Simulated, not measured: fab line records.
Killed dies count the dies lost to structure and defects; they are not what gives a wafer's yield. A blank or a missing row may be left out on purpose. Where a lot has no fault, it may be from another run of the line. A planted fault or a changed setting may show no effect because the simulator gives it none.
What tool caused it? -- flow gf180mcu -- 10 lots, 30 wafers sampled, at 6 steps of a route of 602

## WHAT THE GAUGES SHOWED, per wafer
GF_M3_RS_MEAS_05: measures by four-point-probe. Usual: for M3_ALCU_RS the level is 0.0696 ohm/sq and the standard deviation is 0.0006.
lot,measured,on,M3_ALCU_RS (ohm/sq),flag
L261,day 20 19:10,filmMetro-03,0.0703 0.0702 0.0703,
L262,day 21 07:07,filmMetro-02,0.0694 0.0700 0.0708,
L264,day 22 00:20,filmMetro-03,0.0700 0.0703 0.0693,
L266,day 22 09:30,filmMetro-03,0.0699 0.0697 0.0702,
L267,day 22 14:55,filmMetro-03,0.0696 0.0696 0.0695,
L268,day 23 03:03,filmMetro-03,0.0691 0.0698 0.0696,
L269,day 23 17:42,filmMetro-01,0.0697 0.0701 0.0697,
L271,day 23 23:15,filmMetro-03,0.0701 0.0705 0.0695,
L273,day 24 22:26,filmMetro-01,0.0695 0.0687 0.0688,
L276,day 25 15:31,filmMetro-01,0.0697 0.0693 0.0694,

GF_V3_RS_MEAS_24: measures by four-point-probe. Usual: for V3_W_RS the level is 0.328 ohm/sq and the standard deviation is 0.0035.
lot,measured,on,V3_W_RS (ohm/sq),flag
L261,day 22 20:13,filmMetro-01,0.325 0.327 0.322,
L262,day 23 07:41,filmMetro-04,0.325 0.325 0.328,
L264,day 23 23:32,filmMetro-04,0.325 0.331 0.329,
L266,day 24 08:48,filmMetro-01,0.331 0.330 0.332,
L267,day 24 13:37,filmMetro-04,0.327 0.319 0.319,
L268,day 25 01:43,filmMetro-01,0.326 0.330 0.332,
L269,day 25 16:34,filmMetro-01,0.336 0.335 0.337,
L271,day 25 21:00,filmMetro-01,0.328 0.330 0.334,
L273,day 26 19:31,filmMetro-04,0.329 0.331 0.328,
L276,day 27 12:03,filmMetro-04,0.324 0.229 0.328,OFF

GF_V3_THK_MEAS_25: measures by xrf. Usual: for V3_W_THK the level is 358 nm and the standard deviation is 5.8.
lot,measured,on,V3_W_THK (nm),flag
L261,day 22 20:20,filmMetro-01,358 354 359,
L262,day 23 07:47,filmMetro-04,360 360 360,
L264,day 23 23:38,filmMetro-04,361 355 357,
L266,day 24 08:55,filmMetro-01,352 355 352,
L267,day 24 13:44,filmMetro-04,366 372 373,
L268,day 25 01:49,filmMetro-01,358 356 347,
L269,day 25 16:41,filmMetro-01,345 349 348,
L271,day 25 21:07,filmMetro-01,355 352 348,
L273,day 26 19:38,filmMetro-04,362 361 362,
L276,day 27 12:10,filmMetro-04,366 532 361,OFF

## WHICH TOOL RAN EACH LOT (tool, then ch and the chambers of the sampled wafers, then the start)
lot,GF_V3_CMP_04,GF_V3_SPUTTER_22,GF_V3_CVD_23
L261,"cmp-01 ch 0,1, day 21 20:06","pvdSputter-03, day 22 20:03","cvdW-02 ch 0,1, day 22 20:05"
L262,"cmp-02 ch 0,1,2, day 22 07:28","pvdSputter-02, day 23 07:31","cvdW-02 ch 0,1, day 23 07:33"
L264,"cmp-01 ch 0,2, day 22 23:53","pvdSputter-01, day 23 23:21","cvdW-02 ch 0,1, day 23 23:24"
L266,"cmp-01 ch 1,3, day 23 09:17","pvdSputter-02, day 24 08:39","cvdW-02 ch 0, day 24 08:41"
L267,"cmp-02 ch 0,1,2, day 23 14:21","pvdSputter-02, day 24 13:28","cvdW-02 ch 0,1, day 24 13:30"
L268,"cmp-02 ch 1,2,3, day 24 02:08","pvdSputter-01, day 25 01:32","cvdW-01 ch 0,1, day 25 01:37"
L269,"cmp-01 ch 0,2,3, day 24 17:05","pvdSputter-01, day 25 16:24","cvdW-02 ch 0,1, day 25 16:26"
L271,"cmp-01 ch 0,1,3, day 24 22:14","pvdSputter-03, day 25 20:51","cvdW-02 ch 0,1, day 25 20:53"
L273,"cmp-01 ch 1,2, day 25 21:04","pvdSputter-01, day 26 19:22","cvdW-01 ch 1, day 26 19:25"
L276,"cmp-02 ch 0,2,3, day 26 13:38","pvdSputter-01, day 27 11:54","cvdW-02 ch 0,1, day 27 11:56"
- GF_V3_CMP_04: polishes SiO2.
- GF_V3_SPUTTER_22: material TiN, target thk 10 nm, time 40 s.
- GF_V3_CVD_23: deposits W, target thk 350 nm, time 104.9 s.

## AS READ BY THE TOOLS THEMSELVES (means over the sampled wafers that have a number; for cases with no such wafer, the mark the record gives instead)
GF_V3_CMP_04. Usual: headPressurePsi 4.000 psi, standard deviation 0.009; motorCurrentA 10.6 A, standard deviation 1.1; slurryFilterDpKPa 13.51 kPa, standard deviation 0.14; timeToEndpointS 82 s, standard deviation 5.2.
lot,tool,headPressurePsi (psi),motorCurrentA (A),slurryFilterDpKPa (kPa),timeToEndpointS (s),flag
L261,cmp-01,4.005,11.3,13.41,85,
L262,cmp-02,3.995,11.1,13.58,84,
L264,cmp-01,3.995,9.9,13.52,76,
L266,cmp-01,4.008,10.1,13.54,83,
L267,cmp-02,3.994,11.4,13.54,88,
L268,cmp-02,3.991,11.3,13.60,92,
L269,cmp-01,3.997,10.1,13.39,77,
L271,cmp-01,4.011,10.3,13.68,83,
L273,cmp-01,3.985,11.3,13.49,83,
L276,cmp-02,3.995,11.5,13.48,76,

GF_V3_SPUTTER_22. Usual: throttleValvePct 30.1 %, standard deviation 1.4.
lot,tool,throttleValvePct (%),flag
L261,pvdSputter-03,30.8,
L262,pvdSputter-02,30.2,
L264,pvdSputter-01,29.2,
L266,pvdSputter-02,30.0,
L267,pvdSputter-02,29.8,
L268,pvdSputter-01,31.2,
L269,pvdSputter-01,29.3,
L271,pvdSputter-03,30.4,
L273,pvdSputter-01,28.4,
L276,pvdSputter-01,31.2,

GF_V3_CVD_23. Usual: heaterPowerOuterW 506 W, standard deviation 42; heaterPowerW 798 W, standard deviation 82.
lot,tool,heaterPowerOuterW (W),heaterPowerW (W),flag
L261,cvdW-02,505,782,
L262,cvdW-02,482,741,
L264,cvdW-02,493,745,
L266,cvdW-02,463,700,
L267,cvdW-02,502,783,
L268,cvdW-01,509,808,
L269,cvdW-02,503,785,
L271,cvdW-02,484,760,
L273,cvdW-01,460,761,
L276,cvdW-02,502,784,

## THE ANSWER, worked out from the rows above alone
Rule: a lot counts as off when the mean over its wafers that have a number is more than 3 standard deviations away from the usual mean. A lot without any number at a reading at which 4 lots or more have one is off too. Any other lot the step has rows for is counted as sound. The gauges are gone through in route order, then the tools' own readings, and for those a lot's mean is taken as printed above. At the first step where some lot is off, the reading lying furthest off is the one used; lots without a number count as furthest.
Off: L276, at GF_V3_RS_MEAS_24 (V3_W_RS).
If a tool, at a process step before that reading, ran all the lots that are off and no sound lot after the first of them, it fits. The gauges at GF_V3_RS_MEAS_24 are tried like those tools. Can't be told from this: 4 tools fit, cmp-02 at GF_V3_CMP_04, pvdSputter-01 at GF_V3_SPUTTER_22, cvdW-02 at GF_V3_CVD_23, filmMetro-04 at GF_V3_RS_MEAS_24.

## WHAT THE SIMULATOR HAD PUT IN
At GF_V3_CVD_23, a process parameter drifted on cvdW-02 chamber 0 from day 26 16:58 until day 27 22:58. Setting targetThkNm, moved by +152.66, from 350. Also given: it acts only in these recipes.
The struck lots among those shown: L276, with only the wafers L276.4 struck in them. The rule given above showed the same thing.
